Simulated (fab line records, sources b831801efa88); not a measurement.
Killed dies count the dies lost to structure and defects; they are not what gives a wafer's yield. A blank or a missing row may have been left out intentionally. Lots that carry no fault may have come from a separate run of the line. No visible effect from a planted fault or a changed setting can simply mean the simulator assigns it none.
Code-filled problem report in 8D (eight disciplines) form -- flow sky130 -- the parts of the form that need people (team, actions taken, sign-off) are left out

1. WHAT WENT WRONG
Mean VIA2_HDPCVD_THK at SKY_VIA2_THK_MEAS_01: 1684 nm over 3 wafers in 3 lots; fault-free wafers: 1179 nm, standard deviation 12. Relative to the usual mean, that is a shift of +42 standard deviations.
The first sign was on wafer L791.4 at day 37 20:06, on film metro-04. The record holds 32 wafers of 11 lots with a number at this step. Rule for "out" (also "out of limits"): further than 4 standard deviations from the usual mean. The rest of the wafers with a number are treated as sound.

2. WHAT IT IS, WHAT IT ISN'T
question,is,is not
which readings at this step,VIA2_HDPCVD_THK,-
which lots,"L791, L793, L794","L784, L785, L795, L799, L800, L804, L806, L807"
which wafers of those lots,"L791.4, L793.4, L794.1","L791.3, L791.6, L793.1, L793.6, L794.2, L794.4"
read on which gauges,"film metro-01, film metro-02, film metro-04",-
when,from day 37 20:06,"up to then (8 sound wafers); but 21 sound wafers of L793, L794, L795, L799, L800, L804, L806, L807 came after"

3. SUSPECTS, AND WHAT RULES EACH OUT
Counting: any tool at a process step up to the reading remains a suspect provided it ran every lot that is out. Sound lots after the first of them don't rule it out here, since some wafers of a struck lot are sound.
- the gauge at SKY_VIA2_THK_MEAS_01 is ruled out. 3 gauges (film metro-01, film metro-02, film metro-04) read the wafers that are out.
- cmp-02 at SKY_VIA1_CMP_24 (polishes, stops on SiO2, t overpolish 15 s, target thk 0 nm): kept. It ran every lot that is out, first L791 (day 36 16:39).
- hdpcvd-02 at SKY_VIA2_HDPCVD_00 (deposits SiO2, target thk 1180 nm, time 196.7 s): kept. It processed each lot that is out (first: L791, day 37 19:58); up to then, its last sound lot is L785 (day 36 01:31). Its own readings are out on those wafers: run length s.
- Within cmp-02 at SKY_VIA1_CMP_24: the wafers that are out ran in chambers 2, 3; their sound lot-mates ran in chambers 0, 1.
- At SKY_VIA2_HDPCVD_00, inside hdpcvd-02: chamber 0 took the wafers that are out, while their sound lot-mates went through chambers 1, 2.
Remaining after the count are cmp-02 at SKY_VIA1_CMP_24 and hdpcvd-02 at SKY_VIA2_HDPCVD_00.

4. THE CAUSE (what the simulator had put in)
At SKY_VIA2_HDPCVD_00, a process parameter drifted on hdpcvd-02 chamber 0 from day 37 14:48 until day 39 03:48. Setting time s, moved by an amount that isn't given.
Counting leaves 2 suspects; this tool is one of them.

5. SEQUENCE OF EFFECTS, ordered by route
Each row: a reading where the mean over the struck wafers with a number is more than 3 standard deviations away from the usual. Only readings for which the record gives a usual standard deviation are gone through. hours: the time from each lot's start at the first step in this table that gives one to its start at this step, as a median over the lots. sigmas: the change in usual standard deviations.
hours,step,reading,usual,on struck wafers,change,sigmas
0,SKY_VIA2_HDPCVD_00,run length s,224.4 s,306.5,+82.1,+99 or more
0,SKY_VIA2_THK_MEAS_01,VIA2_HDPCVD_THK,1179 nm,1684,+505,+42
Process steps it contains:
- SKY_VIA2_HDPCVD_00: deposits SiO2, target thk 1180 nm, time 196.7 s.

6. WHAT WOULD HAVE CAUGHT IT SOONER
Counted from the fault's start at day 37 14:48, it took 5 hours until the first out-of-limits reading at a measuring or inspecting step in this record, taken at day 37 20:06.
The tool's own readings at SKY_VIA2_HDPCVD_00 were out on every struck wafer that the step has a row for (run length s): an alarm limit on them would have fired on the first of those.
Lots out: 3; of these, L793, L794 started SKY_VIA2_HDPCVD_00 on hdpcvd-02 after day 37 20:06. A hold on the tool at that time would have spared those 2.
